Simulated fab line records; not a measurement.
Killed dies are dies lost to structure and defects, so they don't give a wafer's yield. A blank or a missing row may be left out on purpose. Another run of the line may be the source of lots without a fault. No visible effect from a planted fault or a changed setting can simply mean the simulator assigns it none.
Which tool was responsible? / flow sky130 / 10 lots with 29 wafers sampled at 4 steps, on a route of 708 steps

== WHAT EACH GAUGE READ, for each wafer ==
SKY_VIA4_OVL_MEAS_11.
lot=L706; measured=day 43 15:08; on=overlay-02; VIA4_OVL (nm)=-1.8 -0.9 -1.3
lot=L708; measured=day 45 08:14; on=overlay-02; VIA4_OVL (nm)=0.3 -0.1 -0.4
lot=L710; measured=day 45 11:44; on=overlay-01; VIA4_OVL (nm)=1.5 0.3 0.1
lot=L712; measured=day 46 03:23; on=overlay-02; VIA4_OVL (nm)=-0.3 0.4 -0.1
lot=L713; measured=day 46 05:17; on=overlay-01; VIA4_OVL (nm)=0.5 1.2 1.5
lot=L714; measured=day 46 08:47; on=overlay-01; VIA4_OVL (nm)=-0.2 0.0
lot=L722; measured=day 48 01:23; on=overlay-02; VIA4_OVL (nm)=-0.7 -1.9 -0.8
lot=L724; measured=day 48 05:28; on=overlay-01; VIA4_OVL (nm)=0.0 -0.4 0.7
lot=L726; measured=day 48 21:11; on=overlay-01; VIA4_OVL (nm)=-0.8 -0.9 -1.3
lot=L727; measured=day 49 00:46; on=overlay-02; VIA4_OVL (nm)=0.5 -0.2 0.3

SKY_PASSIVATION_THK_MEAS_03.
lot=L706; measured=day 44 18:49; on=film metro-02; PASSIVATION_CVD_02_THK (nm)=542 533 537
lot=L708; measured=day 46 09:13; on=film metro-03; PASSIVATION_CVD_02_THK (nm)=541 547 547
lot=L710; measured=day 46 11:30; on=film metro-03; PASSIVATION_CVD_02_THK (nm)=533 531 541
lot=L712; measured=day 47 03:14; on=film metro-02; PASSIVATION_CVD_02_THK (nm)=531 534 544
lot=L713; measured=day 47 04:50; on=film metro-03; PASSIVATION_CVD_02_THK (nm)=542 534 562
lot=L714; measured=day 47 07:48; on=film metro-02; PASSIVATION_CVD_02_THK (nm)=535 531 535 531
lot=L722; measured=day 48 23:47; on=film metro-02; PASSIVATION_CVD_02_THK (nm)=532 541 541
lot=L724; measured=day 49 04:02; on=film metro-04; PASSIVATION_CVD_02_THK (nm)=530 544 538
lot=L726; measured=day 49 16:28; on=film metro-04; PASSIVATION_CVD_02_THK (nm)=545 550 556
lot=L727; measured=day 49 20:58; on=film metro-03; PASSIVATION_CVD_02_THK (nm)=541 545 539

== WHAT TOOL EACH LOT RAN ON (gives the tool, then ch and the chambers of the sampled wafers, and finally the start) ==
lot=L706; SKY_SPACER_ETCHBACK_02=rie diel-04 ch 2,3, day 23 19:41; SKY_VIA4_SPUTTER_17=pvd sputter-01, day 43 15:52
lot=L708; SKY_SPACER_ETCHBACK_02=rie diel-03 ch 0,1,2, day 25 23:26; SKY_VIA4_SPUTTER_17=pvd sputter-01, day 45 08:56
lot=L710; SKY_SPACER_ETCHBACK_02=rie diel-03 ch 0,1,2, day 26 07:47; SKY_VIA4_SPUTTER_17=pvd sputter-01, day 45 12:27
lot=L712; SKY_SPACER_ETCHBACK_02=rie diel-03 ch 1,2, day 26 23:37; SKY_VIA4_SPUTTER_17=pvd sputter-02, day 46 04:05
lot=L713; SKY_SPACER_ETCHBACK_02=rie diel-03 ch 0,2,3, day 27 05:02; SKY_VIA4_SPUTTER_17=pvd sputter-04, day 46 06:02
lot=L714; SKY_SPACER_ETCHBACK_02=rie diel-03 ch 2, day 27 09:38; SKY_VIA4_SPUTTER_17=pvd sputter-04, day 46 09:55
lot=L722; SKY_SPACER_ETCHBACK_02=rie diel-04 ch 0,3, day 29 15:05; SKY_VIA4_SPUTTER_17=pvd sputter-01, day 48 02:05
lot=L724; SKY_SPACER_ETCHBACK_02=rie diel-04 ch 1,2,3, day 29 23:26; SKY_VIA4_SPUTTER_17=pvd sputter-02, day 48 06:14
lot=L726; SKY_SPACER_ETCHBACK_02=rie diel-03 ch 0,1,3, day 30 23:00; SKY_VIA4_SPUTTER_17=pvd sputter-01, day 48 21:53
lot=L727; SKY_SPACER_ETCHBACK_02=rie diel-04 ch 0,2,3, day 31 00:14; SKY_VIA4_SPUTTER_17=pvd sputter-01, day 49 01:26
- SKY_SPACER_ETCHBACK_02: etches Si3N4 in CH3F/O2, stops on SiO2, time 46.7 s, target depth 45 nm.
- SKY_VIA4_SPUTTER_17: material TiN, target thk 20 nm, time 80 s.

== AS READ BY THE TOOLS THEMSELVES (means over the sampled wafers that have a number; for cases with no such wafer, the mark the record gives instead) ==
SKY_SPACER_ETCHBACK_02.
lot=L706; tool=rie diel-04; ch3f flow sccm (sccm)=40.07; chamber pressure mTorr (mTorr)=25.019; drypump motor current A (A)=5.1; oes product au (a.u.)=0.854; rf fwd power W (W)=396.2; throttle valve pct (%)=10.571
lot=L708; tool=rie diel-03; ch3f flow sccm (sccm)=40.09; chamber pressure mTorr (mTorr)=25.004; drypump motor current A (A)=5.6; oes product au (a.u.)=0.861; rf fwd power W (W)=397.6; throttle valve pct (%)=10.568
lot=L710; tool=rie diel-03; ch3f flow sccm (sccm)=39.94; chamber pressure mTorr (mTorr)=25.003; drypump motor current A (A)=5.6; oes product au (a.u.)=0.857; rf fwd power W (W)=397.8; throttle valve pct (%)=10.561
lot=L712; tool=rie diel-03; ch3f flow sccm (sccm)=40.04; chamber pressure mTorr (mTorr)=24.994; drypump motor current A (A)=5.2; oes product au (a.u.)=0.859; rf fwd power W (W)=397.5; throttle valve pct (%)=10.574
lot=L713; tool=rie diel-03; ch3f flow sccm (sccm)=40.03; chamber pressure mTorr (mTorr)=25.002; drypump motor current A (A)=5.5; oes product au (a.u.)=0.853; rf fwd power W (W)=396.5; throttle valve pct (%)=10.559
lot=L714; tool=rie diel-03; ch3f flow sccm (sccm)=40.02; chamber pressure mTorr (mTorr)=25.006; drypump motor current A (A)=5.1; oes product au (a.u.)=0.848; rf fwd power W (W)=399.1; throttle valve pct (%)=10.572
lot=L722; tool=rie diel-04; ch3f flow sccm (sccm)=40.02; chamber pressure mTorr (mTorr)=25.018; drypump motor current A (A)=5.1; oes product au (a.u.)=0.856; rf fwd power W (W)=395.0; throttle valve pct (%)=10.554
lot=L724; tool=rie diel-04; ch3f flow sccm (sccm)=39.97; chamber pressure mTorr (mTorr)=24.979; drypump motor current A (A)=5.5; oes product au (a.u.)=0.862; rf fwd power W (W)=394.9; throttle valve pct (%)=10.559
lot=L726; tool=rie diel-03; ch3f flow sccm (sccm)=40.03; chamber pressure mTorr (mTorr)=24.978; drypump motor current A (A)=5.6; oes product au (a.u.)=0.859; rf fwd power W (W)=397.2; throttle valve pct (%)=10.557
lot=L727; tool=rie diel-04; ch3f flow sccm (sccm)=39.93; chamber pressure mTorr (mTorr)=25.007; drypump motor current A (A)=5.1; oes product au (a.u.)=0.848; rf fwd power W (W)=395.3; throttle valve pct (%)=10.564

SKY_VIA4_SPUTTER_17.
lot=L706; tool=pvd sputter-01; throttle valve pct (%)=29.4
lot=L708; tool=pvd sputter-01; throttle valve pct (%)=30.2
lot=L710; tool=pvd sputter-01; throttle valve pct (%)=29.4
lot=L712; tool=pvd sputter-02; throttle valve pct (%)=30.8
lot=L713; tool=pvd sputter-04; throttle valve pct (%)=30.5
lot=L714; tool=pvd sputter-04; throttle valve pct (%)=30.3
lot=L722; tool=pvd sputter-01; throttle valve pct (%)=28.7
lot=L724; tool=pvd sputter-02; throttle valve pct (%)=30.5
lot=L726; tool=pvd sputter-01; throttle valve pct (%)=29.6
lot=L727; tool=pvd sputter-01; throttle valve pct (%)=29.3

== THE ANSWER, worked out from the rows above alone ==
Rule: usual is defined by the lots themselves. The widest of any qualifying gaps counts: lots, ordered by their means at a reading, are off when they make up no more than a third of the lots, leave a main group of 4 or more, and stand apart from it by 3 or more times the standard deviation of that group's means. The tables above print the reading to a certain number of digits; a main group whose means all agree to those digits is not used. A lot without any number at a reading at which 4 lots or more have one is off too. Any other lot the step has rows for is counted as sound. Order of review: gauges by route order, followed by the tools' own readings, for which a lot's mean as printed above is used. The first step at which some lot is off is used, and at that step the reading that is off furthest; a lot without a number counts as furthest.
Across all readings shown, no lot is off: no conclusion can be drawn from this.

== WHAT HAD BEEN PUT IN BY THE SIMULATOR ==
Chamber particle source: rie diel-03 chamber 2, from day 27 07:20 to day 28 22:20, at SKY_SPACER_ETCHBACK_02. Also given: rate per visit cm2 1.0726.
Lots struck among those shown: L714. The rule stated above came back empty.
